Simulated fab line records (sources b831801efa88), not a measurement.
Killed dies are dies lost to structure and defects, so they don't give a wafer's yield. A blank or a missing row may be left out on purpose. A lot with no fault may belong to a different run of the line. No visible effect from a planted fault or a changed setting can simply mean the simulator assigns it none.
One fault through the eyes of 2 desks    flow sky130    every desk sees just its own numbers, and what lay behind them comes last

THE TOOL OWNER'S DESK: plasma asher-03
The tool's own readings at SKY_LI_CONTACT_STRIP_16 (strips in O2/N2): means of the sampled wafers that have a number, for each lot that ran on this tool. Any lot whose mean is over 4 standard deviations away from the usual mean is out of limits and marked OUT; that distance is given in the brackets.
Columns: A = drypump motor current A at SKY_LI_CONTACT_STRIP_16, usual 5.6 A; B = oes product au at SKY_LI_CONTACT_STRIP_16, usual 0.375 a.u.; C = strip time to endpoint s at SKY_LI_CONTACT_STRIP_16, usual 3.497 s
lot   first seen here  A    B      C
L856  day 29 09:14     5.9  0.373  3.473
L857  day 30 08:48     5.9  0.378  3.483
L861  day 30 21:47     5.9  0.379  3.483
L869  day 33 15:35     5.9  0.365  3.481
L870  day 33 19:25     5.9  0.376  3.498
L871  day 34 03:11     5.6  0.375  3.472
Finding of this desk: none of the 6 lots has anything out of limits.

THE METROLOGY DESK
Lot by lot, what the gauges showed, no matter which tool ran the lot: averages of those sampled wafers that carry a number. Any lot whose mean is over 4 standard deviations away from the usual mean is out of limits and marked OUT; that distance is given in the brackets.
Columns: A = VIA4_W_RS at SKY_VIA4_RS_MEAS_19, usual 0.224 ohm/sq; B = METAL5_ALCU_THK at SKY_METAL5_THK_MEAS_06, usual 1135 nm
lot   first seen here  A      B
L856  day 42 23:01     0.229  1137
L858  day 43 17:39     0.228  1145
L857  day 43 20:11     0.222  1135
L860  day 44 01:46     0.225  1142
L861  day 44 07:12     0.221  1121
L862  day 44 23:22     0.220  1145
L869  day 46 11:13     0.226  1116
L870  day 46 12:15     0.220  1124
L871  day 46 21:50     0.223  1150
L873  day 47 11:02     0.225  1127
L875  day 47 22:45     0.225  1135
L876  day 47 23:58     0.227  1148
L879  day 48 17:02     0.227  1123
Finding of this desk: none of the 13 lots has anything out of limits.

ALL TOGETHER
Nothing out of limits was seen by the tool owner's desk.
Nothing out of limits was seen by the metrology desk.

WHAT THE SIMULATOR HAD INSERTED
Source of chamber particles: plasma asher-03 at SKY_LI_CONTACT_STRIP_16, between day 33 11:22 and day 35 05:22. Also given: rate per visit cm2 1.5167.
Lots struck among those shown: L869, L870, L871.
